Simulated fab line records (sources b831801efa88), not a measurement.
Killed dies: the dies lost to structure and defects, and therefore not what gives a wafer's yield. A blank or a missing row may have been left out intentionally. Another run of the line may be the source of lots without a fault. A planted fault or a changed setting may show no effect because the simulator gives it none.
Which tool was responsible?    flow sky130    11 lots with 33 wafers sampled at 3 steps, on a route of 708 steps

## WHAT THE GAUGES READ, wafer by wafer
SKY_SD_P_TW_MEAS_11.
lot   measured      on            SD_P_TW
L252  day 27 09:27  filmMetro-02  2886 2882 2876
L248  day 27 14:45  filmMetro-01  2834 2823 2816
L254  day 28 02:37  filmMetro-01  2813 2807 2806
L255  day 28 06:50  filmMetro-01  2821 2808 2804
L260  day 30 01:01  filmMetro-02  3053 3055 3051
L261  day 30 08:02  filmMetro-02  3050 3058 3056
L266  day 31 23:16  filmMetro-04  2798 2783 2803
L267  day 32 06:36  filmMetro-02  2871 2870 2871
L269  day 32 23:53  filmMetro-01  2810 2812 2806
L270  day 33 02:09  filmMetro-02  2870 2882 2900
L271  day 33 10:55  filmMetro-01  2807 2828 2832

## TOOL THAT RAN EACH LOT (tool first, then ch and the chambers of the sampled wafers, then the start)
lot   SKY_POLY_CUT_ETCH_11               SKY_SD_P_IMPLANT_09
L252  rieDiel-01 ch 0,1,2, day 26 04:59  implanter-04 ch 0, day 27 09:12
L248  rieDiel-02 ch 0,1, day 26 09:35    implanter-03 ch 0, day 27 14:30
L254  rieDiel-04 ch 2,3, day 26 22:11    implanter-03 ch 0, day 28 02:24
L255  rieDiel-01 ch 0,2,3, day 27 02:11  implanter-02 ch 0, day 28 06:38
L260  rieDiel-01 ch 0,1,3, day 28 19:53  implanter-03 ch 0, day 30 00:46
L261  rieDiel-02 ch 1,2, day 29 03:50    implanter-03 ch 0, day 30 07:49
L266  rieDiel-02 ch 0,1,2, day 30 20:24  implanter-04 ch 0, day 31 23:01
L267  rieDiel-01 ch 0,1,3, day 31 03:45  implanter-02 ch 0, day 32 06:21
L269  rieDiel-04 ch 0,1,2, day 31 21:16  implanter-02 ch 0, day 32 23:40
L270  rieDiel-04 ch 0,1, day 31 23:05    implanter-04 ch 0, day 33 01:54
L271  rieDiel-04 ch 1,3, day 32 08:29    implanter-04 ch 0, day 33 10:40
- SKY_POLY_CUT_ETCH_11: etches Si3N4 in CF4/CH2F2/Ar, stops on poly-Si, time 42.5 s, target depth 60 nm.
- SKY_SD_P_IMPLANT_09

## THE ANSWER, worked out from the rows above alone
Rule: usual is defined by the lots themselves. The widest of any qualifying gaps counts: lots, ordered by their means at a reading, are off when they make up no more than a third of the lots, leave a main group of 4 or more, and stand apart from it by 3 or more times the standard deviation of that group's means. A main group is skipped when, at the precision printed for the reading in the tables above, its means are all equal. Also off: a lot with no number at a reading for which 4 or more lots have one. Where the step has rows for the other lots, those lots are counted as sound.
Off: L260, L261, at SKY_SD_P_TW_MEAS_11 (SD_P_TW). For the main group the mean is 2834 and the standard deviation 33.
If a tool, at a process step before that reading, ran all the lots that are off and no sound lot after the first of them, it fits. Those tools and the gauges at SKY_SD_P_TW_MEAS_11 are tried in the same way. One fits: implanter-03 at SKY_SD_P_IMPLANT_09. A fault onset in the window from L254 (day 28 02:24, its last sound lot) to L260 (day 30 00:46, its first lot off) fits.

## WHAT THE SIMULATOR PUT IN
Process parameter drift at SKY_SD_P_IMPLANT_09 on implanter-03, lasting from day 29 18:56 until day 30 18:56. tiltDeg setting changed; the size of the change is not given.
Struck lots among those shown: L260, L261. This agrees with what the rule above found.
